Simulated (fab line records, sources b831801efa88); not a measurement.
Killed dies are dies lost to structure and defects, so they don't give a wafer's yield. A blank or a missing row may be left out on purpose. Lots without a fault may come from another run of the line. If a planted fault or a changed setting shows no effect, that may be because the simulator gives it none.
A struck lot beside a sound one	flow sky130	43 out of 708 route steps
Sound: the wafers L341.1, L341.4, L341.6. Struck: wafer L349.6 (left out: L349.3, a lot-mate that was not struck); the cause follows at the end.
Per side, at each step with rows, come the tool, then ch with its chambers, and then its first start. Under that, the readings that differ: sound wafers	struck wafers	difference of the means	sigmas: that difference in standard deviations of wafers without a fault.
alike: readings whose means differ by less than 2 such deviations, and words and numbers that are the same on both sides. not compared: withheld readings, readings that some wafer has no value for, bounds like >300 that may hide the same value, and numbers for which the record gives no deviation and whose values overlap.
Wherever a step has rows on one side only, a row that says differs or no value, or a row with sigmas, the two part there. Numbers that don't overlap but have no deviation are shown without sigmas and don't part them. A reading that every wafer of one side lacks parts them only if that side has two wafers or more.

first, 1 step without rows for these wafers: SKY_VT_ADJUST_PCH_IMPLANT_08.
SKY_VT_ADJUST_PCH_STRIP_09: strips in O2/N2.
  sound on plasma-asher-02 ch 0,1, day 10 03:10; struck on plasma-asher-03 ch 1, day 12 18:08
  alike: drypump-motor-current-A, oes-product-au, strip-time-to-endpoint-s
  not compared: rf-hours-counter-h
SKY_VT_ADJUST_PCH_TW_MEAS_10:
  sound: film-metro-03 at day 10 03:16; struck: film-metro-04 at day 12 18:14
reading	sound	struck	difference	sigmas
VT_ADJUST_PCH_TW	141.2 141.8 141.9	144.1	+2.5	+3
then, 7 steps without rows for these wafers: SKY_SONOS_TUNNEL_DEHYDRATE_00 (time 60 s); SKY_SONOS_TUNNEL_HMDS_01 (prime time 60 s); SKY_SONOS_TUNNEL_COAT_02 (resist thk 1140 nm); SKY_SONOS_TUNNEL_SOFTBAKE_03 (time 60 s); SKY_SONOS_TUNNEL_EXPOSE_04 (exposes mask TUNM, target cd 410 nm); SKY_SONOS_TUNNEL_PEB_05; SKY_SONOS_TUNNEL_DEVELOP_06 (develop time 60 s).
SKY_SONOS_TUNNEL_CD_MEAS_07: the cd target is 410 nm.
  sound: cd-sem-01 at day 11 02:13; struck: cd-sem-02 at day 13 18:04
  alike: cd-nm
SKY_SONOS_TUNNEL_OVL_MEAS_08:
  sound: overlay-02 at day 11 02:20; struck: overlay-02 at day 13 18:09
  alike: SONOS_TUNNEL_OVL
SKY_SONOS_TUNNEL_IMPLANT_09:
  sound on implanter-01 ch 0, day 11 02:22; struck on implanter-02 ch 0, day 13 18:14
  alike: faraday-current-uA
then, 2 steps without rows for these wafers: SKY_SONOS_TUNNEL_WET_ETCH_10 (etches SiO2 in dHF, target depth 14 nm, time 280 s); SKY_SONOS_TUNNEL_STRIP_11 (strips in SPM, time 600 s).
SKY_SONOS_TUNNEL_TW_MEAS_12:
  sound: film-metro-02 at day 11 02:47; struck: film-metro-02 at day 13 18:39
reading	sound	struck	difference	sigmas
SONOS_TUNNEL_TW	199.8 199.1 199.0	196.4	-2.9	-2
then, 2 steps without rows for these wafers: SKY_SONOS_TUNNEL_CLEAN_13 (cleans in dHF, time 20 s); SKY_SONOS_ONO_OXIDATION_00 (stabilise 600 s, purge 300 s, target thk 2.6 nm).
SKY_SONOS_ONO_THK_MEAS_01:
  sound: film-metro-02 at day 11 04:21; struck: film-metro-02 at day 14 01:30
  alike: SONOS_ONO_OXIDATION_THK
then, 1 step without rows for these wafers: SKY_SONOS_ONO_CVD_02 (deposits Si3N4 from DCS/NH3, target thk 10.5 nm, time 180 s).
SKY_SONOS_ONO_THK_MEAS_03:
  sound: film-metro-01 at day 11 07:16; struck: film-metro-02 at day 14 03:13
  alike: SONOS_ONO_CVD_02_THK
then, 1 step without rows for these wafers: SKY_SONOS_ONO_CVD_04 (deposits SiO2 from SiH4/N2O, target thk 5.7199 nm).
SKY_SONOS_ONO_THK_MEAS_05:
  sound: film-metro-01 at day 11 08:34; struck: film-metro-04 at day 14 05:09
  alike: SONOS_ONO_CVD_04_THK
then, 7 steps without rows for these wafers: SKY_SONOS_ONO_DEHYDRATE_06 (time 60 s); SKY_SONOS_ONO_HMDS_07 (prime time 60 s); SKY_SONOS_ONO_COAT_08 (resist thk 1140 nm); SKY_SONOS_ONO_SOFTBAKE_09 (time 60 s); SKY_SONOS_ONO_EXPOSE_10 (exposes mask ONOM, target cd 410 nm); SKY_SONOS_ONO_PEB_11; SKY_SONOS_ONO_DEVELOP_12 (develop time 60 s).
SKY_SONOS_ONO_CD_MEAS_13: the cd target is 410 nm.
  sound: cd-sem-02 at day 12 07:25; struck: cd-sem-02 at day 15 07:20
  alike: cd-nm
SKY_SONOS_ONO_OVL_MEAS_14:
  sound: overlay-02 at day 12 07:32; struck: overlay-02 at day 15 07:26
  alike: SONOS_ONO_OVL
SKY_SONOS_ONO_ETCH_15: etches the open film in CHF3/O2, target depth 19.52 nm, time 7.8 s.
  sound on rie-diel-02 ch 0,1, day 12 07:35; struck on rie-diel-03 ch 1, day 15 07:28
reading	sound	struck	difference	sigmas
drypump-motor-current-A (A)	5.2 5.1 5.3	6.3	+1.1	+2
  alike: chf3-flow-sccm, oes-product-au, throttle-valve-pct
  not compared: rf-hours-counter-h
then, 1 step without rows for these wafers: SKY_SONOS_ONO_WET_ETCH_16 (etches SiO2 in dHF, target depth 14 nm, time 280 s).
SKY_SONOS_ONO_STRIP_17: strips in O2/N2.
  sound on plasma-asher-01 ch 1, day 12 07:43; struck on plasma-asher-03 ch 0, day 15 07:36
reading	sound	struck	difference	sigmas
strip-time-to-endpoint-s (s)	14.03 14.11 14.07	14.21	+0.14	+3
  alike: drypump-motor-current-A, oes-product-au
  not compared: rf-hours-counter-h
then, 3 steps without rows for these wafers: SKY_SONOS_ONO_WET_ETCH_18 (etches Si3N4 in H3PO4, target depth 15 nm, time 172 s); SKY_GATE_OXIDE_CLEAN_00 (cleans in SC1/SC2, time 150 s); SKY_GATE_OXIDE_OXIDATION_01 (stabilise 600 s, purge 300 s, target thk 10.268 nm).
SKY_GATE_OXIDE_THK_MEAS_02:
  sound: film-metro-01 at day 12 10:11; struck: film-metro-03 at day 15 12:11
  alike: GATE_OXIDE_OXIDATION_00_THK
then, 3 steps without rows for these wafers: SKY_GATE_OXIDE_DEHYDRATE_03 (time 60 s); SKY_GATE_OXIDE_HMDS_04 (prime time 60 s); SKY_GATE_OXIDE_COAT_05 (resist thk 1140 nm).
-- record jumps: 32 days separate the struck wafers' starts on either side; left off in module GATE_OXIDE, taken up again in module PAD_OPEN, whose first shown step is the route's number 708 --
SKY_PAD_OPEN_PROBE_99:
  sound: prober-02 at day 45 11:23; struck: prober-02 at day 47 18:41
reading	sound	struck	difference	sigmas
model.etest.tip-sonos.rs-ohm-sq-range	49.33 59.53	99.11	+44.68	
  alike: killed_at_M0_to_M3, killed_at_M4_up, killed-at-contacts, killed-at-front-end, killed-at-other, killed-dies, killed-open, killed-short

== WHERE THEY PART ==
Last at SKY_SONOS_ONO_STRIP_17 as far as this record goes, first at SKY_VT_ADJUST_PCH_TW_MEAS_10. Later steps at which nothing parts them and some readings are alike: SKY_GATE_OXIDE_THK_MEAS_02, SKY_PAD_OPEN_PROBE_99.

WHY: the cause the simulator had injected
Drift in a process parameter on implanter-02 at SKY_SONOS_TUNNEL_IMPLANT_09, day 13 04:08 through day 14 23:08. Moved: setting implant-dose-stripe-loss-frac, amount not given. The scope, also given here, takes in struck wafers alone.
